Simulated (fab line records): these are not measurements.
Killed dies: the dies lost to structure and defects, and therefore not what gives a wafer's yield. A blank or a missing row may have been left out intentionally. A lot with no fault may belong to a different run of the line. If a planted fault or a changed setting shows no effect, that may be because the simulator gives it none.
Which tool was responsible? | flow sky130 | 13 lots with 37 wafers sampled at 4 steps, on a route of 708 steps

## WHAT THE GAUGES SHOWED, per wafer
SKY_FIELD_ISO_BOW_MEAS_00. Usual: for INCOMING_BOW the level is 0 um and the standard deviation is 6.7.
lot  | measured    | on           | INCOMING_BOW (um) | flag
L308 | day 1 20:01 | filmMetro-03 | 0 -2 -1           | 
L309 | day 2 01:00 | filmMetro-02 | 4 -4 18           | 
L310 | day 2 06:01 | filmMetro-02 | -7 8 -5           | 
L311 | day 2 11:04 | filmMetro-03 | -13 5 -1          | 
L316 | day 3 12:04 | filmMetro-03 | 7 8               | 
L317 | day 3 17:04 | filmMetro-02 | -14 -7            | 
L321 | day 4 13:01 | filmMetro-02 | -9 4 5            | 
L322 | day 4 18:01 | filmMetro-01 | 1 1 4             | 
L324 | day 5 04:00 | filmMetro-02 | -2 3 -2           | 
L325 | day 5 09:00 | filmMetro-01 | -1 3 -1           | 
L327 | day 5 19:00 | filmMetro-01 | 10 -1 -3          | 
L328 | day 6 00:01 | filmMetro-02 | -5 -4 -5          | 
L329 | day 6 05:00 | filmMetro-02 | -6 -2 8           | 

SKY_VT_ADJUST_NCORE_OVL_MEAS_08. Usual: for VT_ADJUST_NCORE_OVL the level is -1.3 nm and the standard deviation is 1.6.
lot  | measured     | on         | VT_ADJUST_NCORE_OVL (nm) | flag
L308 | day 9 06:18  | overlay-02 | -2.1 -0.7 -1.0           | 
L309 | day 9 16:53  | overlay-02 | -0.7 -0.1 0.1            | 
L310 | day 9 18:47  | overlay-01 | -2.8 -1.3 -3.0           | 
L311 | day 10 04:45 | overlay-01 | -1.8 -3.4 -1.1           | 
L316 | day 11 16:27 | overlay-02 | 0.2 -0.4                 | 
L317 | day 11 22:09 | overlay-01 | -1.0 -0.4                | 
L321 | day 12 19:14 | overlay-02 | -1.8 -0.1 -2.0           | 
L322 | day 13 02:59 | overlay-02 | -2.9 -2.8 -1.4           | 
L324 | day 13 12:21 | overlay-01 | -4.9 -5.6 -5.3           | 
L325 | day 13 21:05 | overlay-02 | -2.0 -0.4 -0.9           | 
L327 | day 14 09:59 | overlay-02 | -1.8 -4.1 -1.9           | 
L328 | day 14 17:21 | overlay-01 | -0.4 0.2 -0.1            | 
L329 | day 15 00:05 | overlay-02 | -0.5 -0.3 0.2            | 

SKY_VT_ADJUST_PCH_TW_MEAS_10. Usual: for VT_ADJUST_PCH_TW the level is 143.6 and the standard deviation is 0.74.
lot  | measured     | on           | VT_ADJUST_PCH_TW  | flag
L308 | day 11 03:50 | filmMetro-01 | 143.9 143.8 143.6 | 
L309 | day 11 13:18 | filmMetro-04 | 144.1 144.0 143.9 | 
L310 | day 11 16:22 | filmMetro-02 | 143.4 143.2 143.8 | 
L311 | day 12 01:05 | filmMetro-01 | 142.6 143.0 142.6 | 
L316 | day 13 15:30 | filmMetro-01 | 141.2 143.5       | 
L317 | day 13 21:33 | filmMetro-04 | 140.9 143.9       | 
L321 | day 14 22:37 | filmMetro-04 | 144.4 144.5 144.7 | 
L322 | day 15 08:01 | filmMetro-02 | 144.0 143.3 143.0 | 
L324 | day 15 18:49 | filmMetro-01 | 143.6 144.0 144.0 | 
L325 | day 16 03:34 | filmMetro-02 | 142.2 143.1 142.6 | 
L327 | day 16 17:34 | filmMetro-01 | 142.7 143.4 143.6 | 
L328 | day 17 00:56 | filmMetro-04 | 145.6 145.8 145.5 | 
L329 | day 17 07:24 | filmMetro-02 | 142.2 142.3 143.6 | 

## TOOL THAT RAN EACH LOT (tool first, then ch and the chambers of the sampled wafers, then the start)
lot  | SKY_VT_ADJUST_PCH_IMPLANT_08
L308 | implanter-03 ch 0, day 11 03:36
L309 | implanter-02 ch 0, day 11 13:03
L310 | implanter-04 ch 0, day 11 16:08
L311 | implanter-03 ch 0, day 12 00:53
L316 | implanter-03 ch 0, day 13 15:18
L317 | implanter-03 ch 0, day 13 21:21
L321 | implanter-04 ch 0, day 14 22:23
L322 | implanter-04 ch 0, day 15 07:45
L324 | implanter-02 ch 0, day 15 18:34
L325 | implanter-02 ch 0, day 16 03:19
L327 | implanter-02 ch 0, day 16 17:19
L328 | implanter-04 ch 0, day 17 00:42
L329 | implanter-02 ch 0, day 17 07:09
- SKY_VT_ADJUST_PCH_IMPLANT_08

## AS READ BY THE TOOLS THEMSELVES (means over the sampled wafers that have a number; for cases with no such wafer, the mark the record gives instead)
SKY_VT_ADJUST_PCH_IMPLANT_08. Usual: endStationPressureTorr reads 5e-06 Torr (standard deviation 2.7e-07).
lot  | tool         | endStationPressureTorr (Torr) | flag
L308 | implanter-03 | 5e-06                         | 
L309 | implanter-02 | 5e-06                         | 
L310 | implanter-04 | 5e-06                         | 
L311 | implanter-03 | 5e-06                         | 
L316 | implanter-03 | 5e-06                         | 
L317 | implanter-03 | 5e-06                         | 
L321 | implanter-04 | 5e-06                         | 
L322 | implanter-04 | 5e-06                         | 
L324 | implanter-02 | 5e-06                         | 
L325 | implanter-02 | 5e-06                         | 
L327 | implanter-02 | 5e-06                         | 
L328 | implanter-04 | 5e-06                         | 
L329 | implanter-02 | 5e-06                         | 

## THE ANSWER, worked out from the rows above alone
Rule: lot off if the mean of its wafers having a number is beyond 3 standard deviations from the usual mean. A lot without any number at a reading at which 4 lots or more have one is off too. Where the step has rows for the other lots, those lots are counted as sound. First the gauges in route order, then the tools' own readings, where a lot's mean is used as printed above. At the first step where some lot is off, the reading lying furthest off is the one used; lots without a number count as furthest.
Nothing can be told from this: no lot is off at any reading shown.

## WHAT HAD BEEN PUT IN BY THE SIMULATOR
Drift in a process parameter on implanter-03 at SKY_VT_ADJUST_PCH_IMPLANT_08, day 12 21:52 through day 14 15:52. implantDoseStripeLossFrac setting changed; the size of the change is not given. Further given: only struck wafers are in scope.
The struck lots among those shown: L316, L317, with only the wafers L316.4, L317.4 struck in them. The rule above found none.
